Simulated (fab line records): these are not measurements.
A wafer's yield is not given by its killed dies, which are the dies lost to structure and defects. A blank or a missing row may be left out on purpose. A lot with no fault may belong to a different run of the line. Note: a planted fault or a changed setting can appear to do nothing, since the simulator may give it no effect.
Which tool is to blame? -- flow gf180mcu -- 13 lots, 39 wafers sampled, at 3 steps of a route of 602

== WHAT THE GAUGES SHOWED, per wafer ==
GF_HV_LDD_THK_MEAS_55.
lot,measured,on,HV_LDD_CVD_54_THK (nm)
L325,day 12 08:20,film metro-03,10.11 10.10 9.92
L326,day 12 14:35,film metro-03,9.98 10.11 10.09
L327,day 12 21:14,film metro-04,9.84 9.87 9.73
L336,day 16 05:29,film metro-04,20.54 20.55 20.36
L337,day 16 15:27,film metro-03,20.45 20.33 20.44
L338,day 17 00:58,film metro-03,9.79 9.91 9.92
L339,day 17 07:54,film metro-01,10.11 10.15 10.03
L343,day 18 15:04,film metro-01,10.13 9.89 9.94
L344,day 18 19:45,film metro-04,9.94 9.83 9.81
L345,day 19 01:26,film metro-03,10.20 10.03 10.06
L346,day 19 11:26,film metro-03,10.15 10.28 10.07
L347,day 19 20:29,film metro-01,9.94 9.95 10.12
L348,day 20 03:35,film metro-04,9.98 9.99 9.97

GF_CONTACT_CD_MEAS_14: target cd 220 nm.
lot,measured,on,cd nm (nm)
L325,day 15 23:06,cd sem-02,219.6 219.5 217.7
L326,day 16 05:49,cd sem-02,219.8 220.7 219.8
L327,day 16 13:12,cd sem-02,220.0 218.0 217.9
L336,day 20 05:39,cd sem-02,217.8 217.9 217.5
L337,day 20 16:12,cd sem-02,220.5 218.4 220.4
L338,day 21 02:24,cd sem-02,221.6 221.0 221.0
L339,day 21 09:44,cd sem-02,220.2 219.8 219.6
L343,day 22 17:58,cd sem-02,221.7 220.2 218.5
L344,day 22 21:43,cd sem-01,221.9 221.7 221.2
L345,day 23 04:11,cd sem-02,219.5 217.2 218.4
L346,day 23 14:00,cd sem-02,221.6 221.3 221.8
L347,day 23 21:25,cd sem-02,219.7 221.6 220.9
L348,day 24 05:12,cd sem-01,219.9 220.3 218.6

== TOOL THAT RAN EACH LOT (tool first, then ch and the chambers of the sampled wafers, then the start) ==
lot,GF_HV_LDD_CVD_54
L325,"lpcvd-01 ch 0, day 12 07:19"
L326,"lpcvd-02 ch 1, day 12 13:34"
L327,"lpcvd-01 ch 0, day 12 20:13"
L336,"lpcvd-02 ch 1, day 16 04:28"
L337,"lpcvd-02 ch 0, day 16 14:25"
L338,"lpcvd-01 ch 1, day 16 23:57"
L339,"lpcvd-01 ch 0, day 17 06:52"
L343,"lpcvd-01 ch 1, day 18 14:01"
L344,"lpcvd-01 ch 0, day 18 18:42"
L345,"lpcvd-02 ch 0, day 19 00:24"
L346,"lpcvd-02 ch 0, day 19 10:25"
L347,"lpcvd-02 ch 0, day 19 19:28"
L348,"lpcvd-01 ch 0, day 20 02:34"
- GF_HV_LDD_CVD_54: deposits SiO2 from TEOS, target thk 10 nm, time 75 s.

== AS READ BY THE TOOLS THEMSELVES (means over the sampled wafers that have a number; for cases with no such wafer, the mark the record gives instead) ==
GF_HV_LDD_CVD_54.
lot,tool,spike tc bottom C (C),spike tc centre C (C),spike tc lower C (C),spike tc top C (C),spike tc upper C (C),susceptor temp C (C),zone power lower pct (%)
L325,lpcvd-01,698.9,679.5,680.4,693,678.7,679.84,11.1
L326,lpcvd-02,693.5,682.1,678.1,696,681.0,680.17,8.5
L327,lpcvd-01,698.6,680.4,680.0,693,678.7,680.13,11.1
L336,lpcvd-02,728.6,717.3,713.3,730,716.1,715.43,9.3
L337,lpcvd-02,732.6,716.6,716.6,736,715.7,715.33,11.6
L338,lpcvd-01,700.7,680.4,680.2,696,679.1,680.43,10.6
L339,lpcvd-01,698.0,680.8,679.7,694,679.2,679.62,11.0
L343,lpcvd-01,701.7,680.8,678.8,696,678.9,680.24,10.6
L344,lpcvd-01,700.2,680.1,680.3,694,678.2,679.62,11.0
L345,lpcvd-02,697.0,681.8,681.6,702,680.7,679.82,10.5
L346,lpcvd-02,697.2,681.3,681.3,702,681.2,680.26,10.5
L347,lpcvd-02,697.3,680.6,680.5,703,681.1,680.06,10.4
L348,lpcvd-01,698.8,680.2,681.6,693,679.0,680.07,11.0

== THE ANSWER, worked out from the rows above alone ==
Rule: what is usual is taken from the lots themselves. The widest of any qualifying gaps counts: lots, ordered by their means at a reading, are off when they make up no more than a third of the lots, leave a main group of 4 or more, and stand apart from it by 3 or more times the standard deviation of that group's means. The tables above print the reading to a certain number of digits; a main group whose means all agree to those digits is not used. Also off: a lot with no number at a reading for which 4 or more lots have one. The other lots that the step has rows for count as sound. Order of review: gauges by route order, followed by the tools' own readings, for which a lot's mean as printed above is used. The first step at which some lot is off is used, and at that step the reading that is off furthest; a lot without a number counts as furthest.
Off: at GF_HV_LDD_THK_MEAS_55 (HV_LDD_CVD_54_THK), L336, L337. The main group: mean 10.00 nm, standard deviation 0.11.
A tool fits if, at a process step before that reading, it ran every lot that is off, and no sound lot after the first of them. The gauges at GF_HV_LDD_THK_MEAS_55 aren't tried: what is off there is off at GF_HV_LDD_CVD_54 too, on other tools, and a gauge's error can't cause that. Not one of the candidates tried fits.

== WHAT HAD BEEN PUT IN BY THE SIMULATOR ==
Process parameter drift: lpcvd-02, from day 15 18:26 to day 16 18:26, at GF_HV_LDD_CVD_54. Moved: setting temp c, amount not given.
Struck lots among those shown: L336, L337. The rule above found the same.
